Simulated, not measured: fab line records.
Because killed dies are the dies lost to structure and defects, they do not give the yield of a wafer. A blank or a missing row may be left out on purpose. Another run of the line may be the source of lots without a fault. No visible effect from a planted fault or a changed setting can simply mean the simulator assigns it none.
fab line records    flow sky130
record: lots: 7  wafers: 21  last_day: 52
route steps=708 shown VT_ADJUST_HVTR@139 VT_ADJUST_PCH@143
lots with no fault: from the same line, run without faults
start_h: start of the lot's first displayed wafer, in hours after the record's first day    wait_h: hours from the lot's prior step to this one    " as in the row above    L1.1+2: a row that stands for several wafers    - either no value or no given start    * or withheld: withheld    < > ~ a bound
route shown NAME@n: a module of which the file shows steps, and the number in the route of the first    usual: mean and standard deviation over wafers with no fault    same: alike in all rows    chamber/n: place in a boat    sites: readings site by site    _std_site: the values' standard deviation    _edge_site: inner sites' mean taken away from outer sites' mean    radius_mm: how far each site lies from the wafer's centre    mask NAME#n: copy n    behind: the most recent tool/chamber to have shaped the wafer    hold: why the lot was held/for how many hours/how that ended    device: whichever transistor did not switch (one of n, p or np)    end of line: the same wafers' tests at the end of the route    a step without rows: its recipe alone    killed: not the wafer's yield, but the dies lost to structure and defects at the first sort    map: dies across one wafer; x = killed, . = not, _ = none there
set.NAME: setting as actually run; set.NAME@STEP: the setting as run at that earlier step    model.NAME: the simulator's own value behind a step, which no gauge read
lots at selected steps of the route; one table per step, one row per wafer
services: the hour from which a tool's chamber was out of use, counted from the record's first day as start_h (under 0 if before that day), plus the number of hours and why
== steps ==
step: SKY_VT_ADJUST_HVTR_OVL_MEAS_08
usual: VT_ADJUST_HVTR_OVL: 0.7/1.2
lot.wafer  tool        chamber  start_h  wait_h  VT_ADJUST_HVTR_OVL[nm]
L606.1     overlay-02  -        228.41   0.1     -0.2
L606.2     "           -        "        "       2.8
L606.5     "           -        "        "       0.7
L607.1     overlay-01  -        234.32   0.1     1.7
L607.2     "           -        "        "       2.6
L607.3     "           -        "        "       -0.3
L616.1     overlay-02  -        307.72   0.1     0.1
L616.2     "           -        "        "       -1.4
L616.3     "           -        "        "       -1.0
L617.3     overlay-02  -        315.18   0.1     0.1
L617.4     "           -        "        "       -0.5
L617.6     "           -        "        "       1.7
L618.2     overlay-01  -        320.43   0.1     0.2
L618.3     "           -        "        "       1.4
L618.5     "           -        "        "       1.9
L625.1     overlay-02  -        376.26   0.1     0.3
L625.4     "           -        "        "       0.6
L625.5     "           -        "        "       1.3
L626.2     overlay-01  -        386.17   0.1     2.4
L626.4     "           -        "        "       1.7
L626.5     "           -        "        "       2.1
step: SKY_VT_ADJUST_HVTR_IMPLANT_09
recipe: species: B  energy_kev: 10  dose_cm2: 2.1e+12  tilt_deg: withheld
step: SKY_VT_ADJUST_HVTR_STRIP_10
recipe: chemistry: O2/N2  power_w: 1400  pressure_mtorr: 1500  platen_temp_c: withheld  o2_flow_sccm: 3000  n2_flow_sccm: 300  overash_fraction: 0.5
usual: drypump_motor_current_A: 5.9/0.45  oes_product_au: 0.715/0.005  strip_time_to_endpoint_s: 14.31/0.033
lot.wafer  tool             chamber  start_h  wait_h  drypump_motor_current_A  oes_product_au  rf_hours_counter_h  strip_time_to_endpoint_s
L606.1     plasma_asher-03  0        228.60   0.1     5.0                      0.717           52                  14.37
L606.2     "                1        "        "       6.7                      0.708           52                  14.34
L606.5     "                1        "        "       6.7                      0.708           -                   14.38
L607.1     plasma_asher-01  0        234.51   0.1     5.8                      0.716           40                  14.28
L607.2     "                1        "        "       6.0                      0.711           40                  14.30
L607.3     "                0        "        "       5.8                      0.717           -                   14.30
L616.1     plasma_asher-03  0        307.91   0.1     5.0                      0.725           60                  14.29
L616.2     "                1        "        "       6.7                      0.713           60                  14.34
L616.3     "                0        "        "       4.9                      0.712           -                   14.33
L617.3     plasma_asher-01  1        315.38   0.1     6.0                      0.711           -                   14.34
L617.4     "                0        "        "       5.8                      0.718           -                   14.31
L617.6     "                0        "        "       5.8                      0.713           -                   14.30
L618.2     plasma_asher-01  1        320.61   0.1     6.0                      0.715           49                  14.27
L618.3     "                0        "        "       5.8                      0.719           -                   14.31
L618.5     "                1        "        "       6.1                      0.716           -                   14.31
L625.1     plasma_asher-01  1        376.45   0.1     6.0                      0.716           54                  14.29
L625.4     "                1        "        "       6.1                      0.712           -                   14.33
L625.5     "                1        "        "       6.0                      0.705           -                   14.30
L626.2     plasma_asher-02  0        386.35   0.1     5.6                      0.711           59                  14.31
L626.4     "                1        "        "       6.0                      0.716           -                   14.28
L626.5     "                1        "        "       6.0                      0.717           -                   14.33
step: SKY_VT_ADJUST_HVTR_TW_MEAS_11
usual: VT_ADJUST_HVTR_TW: 210.4/1.4
lot.wafer  tool           chamber  start_h  wait_h  VT_ADJUST_HVTR_TW
L606.1     film_metro-01  -        228.70   0.1     210.0
L606.2     "              -        "        "       210.2
L606.5     "              -        "        "       211.1
L607.1     film_metro-04  -        234.61   0.1     211.6
L607.2     "              -        "        "       211.3
L607.3     "              -        "        "       212.6
L616.1     film_metro-03  -        308.01   0.1     208.5
L616.2     "              -        "        "       207.6
L616.3     "              -        "        "       208.3
L617.3     film_metro-01  -        315.47   0.1     212.2
L617.4     "              -        "        "       210.2
L617.6     "              -        "        "       210.4
L618.2     film_metro-01  -        320.72   0.1     211.4
L618.3     "              -        "        "       210.5
L618.5     "              -        "        "       211.8
L625.1     film_metro-04  -        376.55   0.1     211.0
L625.4     "              -        "        "       210.6
L625.5     "              -        "        "       210.3
L626.2     film_metro-01  -        386.46   0.1     211.2
L626.4     "              -        "        "       209.6
L626.5     "              -        "        "       211.7
step: SKY_VT_ADJUST_PCH_DEHYDRATE_00
recipe: temp_c: 200  time_s: 60
step: SKY_VT_ADJUST_PCH_HMDS_01
recipe: prime_time_s: 60  prime_temp_c: 120
step: SKY_VT_ADJUST_PCH_COAT_02
recipe: spin_rpm: 2000  resist_thk_nm: 3000
step: SKY_VT_ADJUST_PCH_SOFTBAKE_03
recipe: temp_c: 110  time_s: withheld
step: SKY_VT_ADJUST_PCH_EXPOSE_04
recipe: mask_id: NWM  na: 0.6  source_shape: conventional  sigma_outer: 0.6  polarization: unpolarized  target_cd_nm: 840  dose_mj: 255
step: SKY_VT_ADJUST_PCH_PEB_05
recipe: temp_c: 115  time_s: withheld
step: SKY_VT_ADJUST_PCH_DEVELOP_06
recipe: wall_angle_deg: 90  developer: TMAH  develop_time_s: 60  dev_temp_c: 23
step: SKY_VT_ADJUST_PCH_OVL_MEAS_07
usual: VT_ADJUST_PCH_OVL: -0.3/1.2
lot.wafer  tool        chamber  start_h  wait_h  VT_ADJUST_PCH_OVL[nm]
L606.1     overlay-01  -        253.69   -       -1.9
L606.2     "           -        "        "       0.1
L606.5     "           -        "        "       -1.1
L607.1     overlay-02  -        259.94   -       -1.9
L607.2     "           -        "        "       -0.6
L607.3     "           -        "        "       0.7
L616.1     overlay-02  -        333.94   -       -1.5
L616.2     "           -        "        "       -1.5
L616.3     "           -        "        "       -3.7
L617.3     overlay-02  -        342.81   -       -0.1
L617.4     "           -        "        "       -2.9
L617.6     "           -        "        "       0.3
L618.2     overlay-01  -        348.15   -       -0.3
L618.3     "           -        "        "       -1.4
L618.5     "           -        "        "       -0.7
L625.1     overlay-01  -        407.24   -       0.8
L625.4     "           -        "        "       -1.5
L625.5     "           -        "        "       -2.4
L626.2     overlay-02  -        417.55   -       -0.7
L626.4     "           -        "        "       1.1
L626.5     "           -        "        "       0.8
step: SKY_VT_ADJUST_PCH_IMPLANT_08
recipe: species: B  energy_kev: 10  dose_cm2: 5e+11  tilt_deg: withheld
usual: beam_energy_keV: 10.001/0.0034  beam_on_s: 10.01/0.2  end_station_pressure_torr: 4.99e-06/2.9e-07
lot.wafer  tool          chamber  start_h  wait_h  beam_energy_keV  beam_on_s  end_station_pressure_torr
L606.1     implanter-02  0        253.73   0.0     9.998            9.81       5.27e-06
L606.2     "             0        "        "       10.003           9.67       4.97e-06
L606.5     "             0        "        "       9.999            9.84       5.01e-06
L607.1     implanter-04  0        260.18   0.2     10.003           9.90       4.36e-06
L607.2     "             0        "        "       10.007           10.39      5.38e-06
L607.3     "             0        "        "       10.005           10.13      5.07e-06
L616.1     implanter-02  -        333.98   0.0     -                -          -
L616.2     "             -        "        "       -                -          -
L616.3     "             -        "        "       -                -          -
L617.3     implanter-01  -        342.88   0.1     -                -          -
L617.4     "             -        "        "       -                -          -
L617.6     "             -        "        "       -                -          -
L618.2     implanter-04  -        348.20   0.0     -                -          -
L618.3     "             -        "        "       -                -          -
L618.5     "             -        "        "       -                -          -
L625.1     implanter-02  0        407.28   0.0     10.001           9.96       4.57e-06
L625.4     "             0        "        "       9.999            10.02      5.2e-06
L625.5     "             0        "        "       9.996            9.91       5.64e-06
L626.2     implanter-02  0        417.60   0.0     10.002           10.04      4.82e-06
L626.4     "             0        "        "       10.002           10.11      4.7e-06
L626.5     "             0        "        "       10.002           9.88       5.14e-06
step: SKY_VT_ADJUST_PCH_STRIP_09
recipe: chemistry: O2/N2  power_w: 1400  pressure_mtorr: 1500  platen_temp_c: withheld  o2_flow_sccm: 3000  n2_flow_sccm: 300  overash_fraction: 0.5
usual: drypump_motor_current_A: 5.8/0.46  oes_product_au: 0.723/0.0046  strip_time_to_endpoint_s: 36.93/0.094
lot.wafer  tool             chamber  start_h  wait_h  drypump_motor_current_A  oes_product_au  rf_hours_counter_h  strip_time_to_endpoint_s
L606.1     plasma_asher-03  0        253.88   0.1     5.0                      0.720           54                  36.87
L606.2     "                1        "        "       6.7                      0.716           54                  36.93
L606.5     "                1        "        "       6.7                      0.727           -                   37.02
L607.1     plasma_asher-02  0        260.33   0.1     5.6                      0.724           47                  37.06
L607.2     "                1        "        "       6.0                      0.723           47                  37.04
L607.3     "                1        "        "       6.0                      0.720           -                   37.10
L616.1     plasma_asher-02  1        334.13   0.1     6.0                      0.719           54                  36.99
L616.2     "                0        "        "       5.6                      0.728           54                  36.96
L616.3     "                1        "        "       6.0                      0.723           -                   37.04
L617.3     plasma_asher-02  0        343.01   0.1     5.5                      0.728           -                   36.99
L617.4     "                1        "        "       6.0                      0.717           -                   36.97
L617.6     "                0        "        "       5.5                      0.722           -                   36.93
L618.2     plasma_asher-04  0        348.33   0.1     6.0                      0.728           24                  36.95
L618.3     "                1        "        "       5.7                      0.717           -                   36.94
L618.5     "                1        "        "       5.7                      0.720           -                   36.98
L625.1     plasma_asher-04  1        407.43   0.1     5.7                      0.724           30                  36.75
L625.4     "                0        "        "       6.0                      0.713           -                   36.75
L625.5     "                1        "        "       5.7                      0.725           -                   36.82
L626.2     plasma_asher-03  0        417.73   0.1     5.0                      0.725           71                  37.00
L626.4     "                1        "        "       6.6                      0.711           -                   36.94
L626.5     "                0        "        "       5.0                      0.725           -                   37.00
step: SKY_VT_ADJUST_PCH_TW_MEAS_10
usual: VT_ADJUST_PCH_TW: 142.9/0.64
lot.wafer  tool           chamber  start_h  wait_h  VT_ADJUST_PCH_TW
L606.1     film_metro-01  -        253.98   0.1     142.3
L606.2     "              -        "        "       142.7
L606.5     "              -        "        "       143.0
L607.1     film_metro-04  -        260.43   0.1     142.2
L607.2     "              -        "        "       142.8
L607.3     "              -        "        "       142.5
L616.1     film_metro-04  -        334.23   0.1     29.8
L616.2     "              -        "        "       29.9
L616.3     "              -        "        "       30.1
L617.3     film_metro-02  -        343.10   0.1     30.3
L617.4     "              -        "        "       30.2
L617.6     "              -        "        "       30.1
L618.2     film_metro-01  -        348.44   0.1     30.0
L618.3     "              -        "        "       30.2
L618.5     "              -        "        "       30.2
L625.1     film_metro-01  -        407.53   0.1     142.5
L625.4     "              -        "        "       143.7
L625.5     "              -        "        "       142.7
L626.2     film_metro-04  -        417.84   0.1     142.3
L626.4     "              -        "        "       142.3
L626.5     "              -        "        "       142.7
== services ==
tool             chamber  start_h  hours  kind
implanter-01     -        234.40   1.6    repair
plasma_asher-04  -        249.56   3.8    repair
plasma_asher-03  -        254.60   2.8    pm
plasma_asher-03  -        263.35   3.4    repair
plasma_asher-02  -        273.47   9.9    repair
implanter-01     -        296.42   0.5    repair
plasma_asher-01  -        297.91   4.1    repair
implanter-01     -        311.21   1.8    repair
implanter-02     -        338.65   1.1    repair
implanter-01     -        351.21   5.4    repair
implanter-04     -        353.68   2.7    pm
plasma_asher-03  -        374.58   0.4    repair
plasma_asher-01  -        390.63   14.6   pm
plasma_asher-01  -        409.35   3.8    repair
== key ==
first_sign: step: SKY_VT_ADJUST_PCH_IMPLANT_08  reading: tool_record  direction: missing
effect: step: SKY_VT_ADJUST_PCH_TW_MEAS_10  reading: VT_ADJUST_PCH_TW  direction: down  sigmas: 99+  usual: 142.9  struck: 30.1
met_at SKY_VT_ADJUST_PCH_IMPLANT_08
struck_wafers L616.1,L616.2,L616.3,L617.3,L617.4,L617.6,L618.2,L618.3,L618.5
later_rows_left_out L616.1,L616.2,L616.3,L617.3,L617.4,L617.6,L618.2,L618.3,L618.5
sort_left_out L616.1,L616.2,L616.3,L617.3,L617.4,L617.6,L618.2,L618.3,L618.5
tester_left_out L616,L617,L618
onset_between 260.18 333.98
fault: kind: skipped_step_whole  tool: implanter-01,implanter-02,implanter-04  chamber: -  onset_h: 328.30  steps: SKY_VT_ADJUST_PCH_IMPLANT_08  scope: struck_lots_only
tester_left_out: of these lots the tester's yield and bins aren't shown, on N5 and GAA mostly nor the transistor test; their killed dies are dies lost to structure and defects alone, not to doping, threshold or leakage, so they don't give the yield
sort_left_out: the simulated sort isn't trusted on such a fault, so these wafers' sort isn't shown, and their yield isn't known
later_rows_left_out: the simulator's readings of these wafers behind a module that went badly wrong aren't trusted and aren't shown, but for the sort
